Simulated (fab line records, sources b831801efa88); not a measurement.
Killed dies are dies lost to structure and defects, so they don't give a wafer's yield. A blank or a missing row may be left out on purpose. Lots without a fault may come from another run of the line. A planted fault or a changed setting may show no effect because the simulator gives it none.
A struck lot beside a sound one | flow sky130 | 14 steps out of a route of 708
Sound: wafers L214.3, L214.4, L214.5. Struck: wafers L217.2, L217.4, L217.5. The cause comes at the end.
At each step with rows: each side's tool, then ch and its chambers, then its first start. Under that, the readings that differ: sound wafers | struck wafers | difference of the means | sigmas: that difference in standard deviations of wafers without a fault.
alike: readings whose means differ by less than 2 such deviations, and words and numbers that are the same on both sides. not compared: withheld readings, readings that some wafer has no value for, bounds like >300 that may hide the same value, and numbers for which the record gives no deviation and whose values overlap.
The two part at a step that has a row with sigmas, a row that says differs or no value, or rows on one side only. Numbers that don't overlap but have no deviation are shown without sigmas and don't part them. A reading that every wafer of one side lacks parts them only if that side has two wafers or more.

SKY_VIA1_CD_MEAS_12: target cd 150 nm.
  sound on cd_sem-01, day 34 15:40; struck on cd_sem-01, day 35 15:50
  alike: cd_nm
SKY_VIA1_OVL_MEAS_13:
  sound on overlay-02, day 34 15:45; struck on overlay-01, day 35 15:57
  alike: VIA1_OVL
SKY_VIA1_ETCH_14: etches BARC in N2/H2, stops on SiO2, time 45.9 s, target depth 60 nm.
  sound on rie_diel-02 ch 0,1,2, day 34 15:47; struck on rie_diel-02 ch 2,3, day 35 15:59
  alike: drypump_motor_current_A, oes_product_au, throttle_valve_pct
  not compared: rf_hours_counter_h
SKY_VIA1_ETCH_15: etches SiO2 in C4F8/O2/Ar, stops on TiN, target depth 351 nm, time 54 s.
  sound on rie_diel-02 ch 0,1,2, day 34 15:49; struck on rie_diel-02 ch 2,3, day 35 16:01
  alike: oes_product_au
  not compared: rf_hours_counter_h
SKY_VIA1_STRIP_16: strips in O2/N2.
  sound on plasma_asher-01 ch 0,1, day 34 15:54; struck on plasma_asher-03 ch 0,1, day 35 16:04
  alike: drypump_motor_current_A, oes_product_au, strip_time_to_endpoint_s
  not compared: rf_hours_counter_h
then, 3 steps without rows for these wafers: SKY_VIA1_STRIP_17 (strips in post etch residue remover, time 1200 s); SKY_VIA1_CLEAN_18 (cleans in IPA, time 180 s); SKY_VIA1_CLEAN_19 (cleans in O3/DIW).
SKY_VIA1_SPUTTER_20: material TiN, target thk 20 nm, time 80 s.
  sound on pvd_sputter-02, day 34 16:28; struck on pvd_sputter-02, day 35 16:40
  alike: chamber_pressure_pa, throttle_valve_pct
SKY_VIA1_CVD_21: deposits W, target thk 270 nm, time 80.902 s.
  sound on cvd_w-02 ch 0,1, day 34 16:33; struck on cvd_w-01 ch 0,1, day 35 16:43
  alike: heater_power_outer_w, heater_power_w
SKY_VIA1_RS_MEAS_22: measures by four-point-probe.
  sound on film_metro-03, day 34 16:39; struck on film_metro-01, day 35 16:50
  alike: VIA1_W_RS
SKY_VIA1_THK_MEAS_23: measures by xrf.
  sound on film_metro-03, day 34 16:45; struck on film_metro-01, day 35 16:56
  alike: VIA1_W_THK
SKY_VIA1_CMP_24: polishes, stops on SiO2, t overpolish 15 s, target thk 0 nm.
  sound on cmp-01 ch 0,1,3, day 34 16:53; struck on cmp-02 ch 1,3, day 35 17:02
  no value came back on the struck wafers for any of 5 readings (edge_zone_pressure_frac, head_pressure_psi (psi) and others); on the sound wafers edge_zone_pressure_frac reads 1.005 1.007 0.995
  reading                                  | sound             | struck            | difference | sigmas
  model.W_of_VIA1_CVD_21.thk_nm (nm)       | 0 0 0             | 273.1 271 269.3   | +271.1     |
  model.SiO2_of_VIA1_HDPCVD_00.thk_nm (nm) | 340.7 341.7 342.7 | 343.9 344.8 344.4 | +2.7       |
-- the record jumps here: 12 days lie between the struck wafers' starts before and after (it left off in module VIA1 and takes up again in module PAD_OPEN, whose first step shown is number 708 of the route) --
SKY_PAD_OPEN_PROBE_99:
  the record has rows for the struck wafers here (prober-01, day 47 05:10) and none for the sound ones

WHERE THEY PART
First at SKY_VIA1_CMP_24; last, within this record, at SKY_PAD_OPEN_PROBE_99.

WHY: what the simulator had put in
Skipped step whole: cmp-02, from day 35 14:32 on, at SKY_VIA1_CMP_24. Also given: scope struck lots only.
